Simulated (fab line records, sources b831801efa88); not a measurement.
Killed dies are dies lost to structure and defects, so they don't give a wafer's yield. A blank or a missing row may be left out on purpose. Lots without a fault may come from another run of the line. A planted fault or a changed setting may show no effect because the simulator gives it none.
Which tool did it? | flow sky130 | 10 lots, 30 wafers sampled, at 4 steps of a route of 708

WHAT THE GAUGES READ, wafer by wafer
SKY_VIA4_RS_MEAS_19: measures by four-point-probe. Usual: VIA4_W_RS 0.2280 ohm/sq, standard deviation 0.0025.
lot  | measured     | on            | VIA4_W_RS (ohm/sq)   | flag
L488 | day 43 17:44 | film_metro-02 | 0.2279 0.2287 0.2288 |
L492 | day 43 19:28 | film_metro-04 | 0.2275 0.2267 0.2256 |
L493 | day 43 22:04 | film_metro-01 | 0.2232 0.2245 0.2234 |
L494 | day 43 22:44 | film_metro-02 | 0.2554 0.2562 0.2309 | OFF
L495 | day 44 22:32 | film_metro-04 | 0.2298 0.2564 0.2273 | OFF
L496 | day 44 23:18 | film_metro-02 | 0.2618 0.2351 0.2592 | OFF
L500 | day 48 23:47 | film_metro-01 | 0.2286 0.2274 0.2298 |
L503 | day 49 05:12 | film_metro-01 | 0.2255 0.2281 0.2299 |
L507 | day 49 07:25 | film_metro-04 | 0.2306 0.2318 0.2325 |
L505 | day 49 11:41 | film_metro-01 | 0.2291 0.2247 0.2288 |

SKY_VIA4_THK_MEAS_20: measures by xrf. Usual: VIA4_W_THK 516 nm, standard deviation 6.4.
lot  | measured     | on            | VIA4_W_THK (nm) | flag
L488 | day 43 17:52 | film_metro-02 | 520 516 518     |
L492 | day 43 19:35 | film_metro-04 | 514 516 517     |
L493 | day 43 22:11 | film_metro-01 | 523 523 525     |
L494 | day 43 22:52 | film_metro-02 | 464 462 517     | OFF
L495 | day 44 22:38 | film_metro-04 | 519 459 523     |
L496 | day 44 23:25 | film_metro-02 | 452 506 461     | OFF
L500 | day 48 23:53 | film_metro-01 | 507 515 507     |
L503 | day 49 05:19 | film_metro-01 | 515 513 510     |
L507 | day 49 07:32 | film_metro-04 | 510 505 506     |
L505 | day 49 11:47 | film_metro-01 | 511 520 511     |

WHICH TOOL RAN EACH LOT (tool, then ch and the chambers of the sampled wafers, then the start)
lot  | SKY_VIA4_CMP_02               | SKY_VIA4_CVD_18
L488 | cmp-02 ch 0,1,2, day 42 17:39 | cvd_w-02 ch 1, day 43 17:26
L492 | cmp-02 ch 0,1,2, day 42 19:12 | cvd_w-01 ch 0,1, day 43 19:18
L493 | cmp-01 ch 0,1,2, day 42 22:02 | cvd_w-02 ch 0, day 43 21:55
L494 | cmp-01 ch 0,1,3, day 42 22:20 | cvd_w-01 ch 0,1, day 43 22:35
L495 | cmp-02 ch 0,1,2, day 43 22:40 | cvd_w-01 ch 0,1, day 44 22:22
L496 | cmp-02 ch 1,2,3, day 43 23:37 | cvd_w-01 ch 0,1, day 44 23:09
L500 | cmp-02 ch 1,2,3, day 48 04:13 | cvd_w-01 ch 0,1, day 48 23:37
L503 | cmp-02 ch 0,3, day 48 10:44   | cvd_w-01 ch 0,1, day 49 05:03
L507 | cmp-01 ch 0,2, day 48 11:46   | cvd_w-01 ch 0,1, day 49 07:15
L505 | cmp-02 ch 1,2,3, day 48 16:26 | cvd_w-01 ch 0,1, day 49 11:33
- SKY_VIA4_CMP_02: polishes SiO2.
- SKY_VIA4_CVD_18: deposits W, target thk 505 nm, time 152.14 s.

WHAT THE TOOLS THEMSELVES READ (means of the sampled wafers that have a number; where no wafer has one, the mark that the record gives instead)
SKY_VIA4_CMP_02. Usual: motor_current_A 12.1 A, standard deviation 1.8.
lot  | tool   | motor_current_A (A) | flag
L488 | cmp-02 | 12.7                |
L492 | cmp-02 | 12.7                |
L493 | cmp-01 | 12.1                |
L494 | cmp-01 | 12.0                |
L495 | cmp-02 | 12.2                |
L496 | cmp-02 | 12.0                |
L500 | cmp-02 | 11.7                |
L503 | cmp-02 | 10.5                |
L507 | cmp-01 | 11.9                |
L505 | cmp-02 | 12.0                |

SKY_VIA4_CVD_18. Usual: chamber_pressure_Torr 39.99 Torr, standard deviation 0.087; heater_power_w 838 W, standard deviation 82.
lot  | tool     | chamber_pressure_Torr (Torr) | heater_power_w (W) | flag
L488 | cvd_w-02 | 40.05                        | 867                |
L492 | cvd_w-01 | 40.03                        | 856                |
L493 | cvd_w-02 | 39.94                        | 773                |
L494 | cvd_w-01 | 34.44                        | 807                | OFF
L495 | cvd_w-01 | 37.19                        | 877                | OFF
L496 | cvd_w-01 | 34.33                        | 795                | OFF
L500 | cvd_w-01 | 39.97                        | 872                |
L503 | cvd_w-01 | 39.92                        | 819                |
L507 | cvd_w-01 | 40.02                        | 877                |
L505 | cvd_w-01 | 39.92                        | 885                |

THE ANSWER, worked out from the rows above alone
Rule: a lot is off if the mean of its wafers that have a number lies more than 3 standard deviations from the usual mean. A lot without any number at a reading at which 4 lots or more have one is off too. The other lots that the step has rows for count as sound. The gauges are gone through in route order, then the tools' own readings, and for those a lot's mean is taken as printed above. The first step at which some lot is off is used, and at that step the reading that is off furthest; a lot without a number counts as furthest.
Off: L494, L495, L496, at SKY_VIA4_RS_MEAS_19 (VIA4_W_RS).
A tool fits if, at a process step before that reading, it ran every lot that is off, and no sound lot after the first of them. The gauges at SKY_VIA4_RS_MEAS_19 aren't tried: what is off there is off at SKY_VIA4_CVD_18 too, on other tools, and a gauge's error can't cause that. None of those tried fits.

WHAT THE SIMULATOR HAD PUT IN
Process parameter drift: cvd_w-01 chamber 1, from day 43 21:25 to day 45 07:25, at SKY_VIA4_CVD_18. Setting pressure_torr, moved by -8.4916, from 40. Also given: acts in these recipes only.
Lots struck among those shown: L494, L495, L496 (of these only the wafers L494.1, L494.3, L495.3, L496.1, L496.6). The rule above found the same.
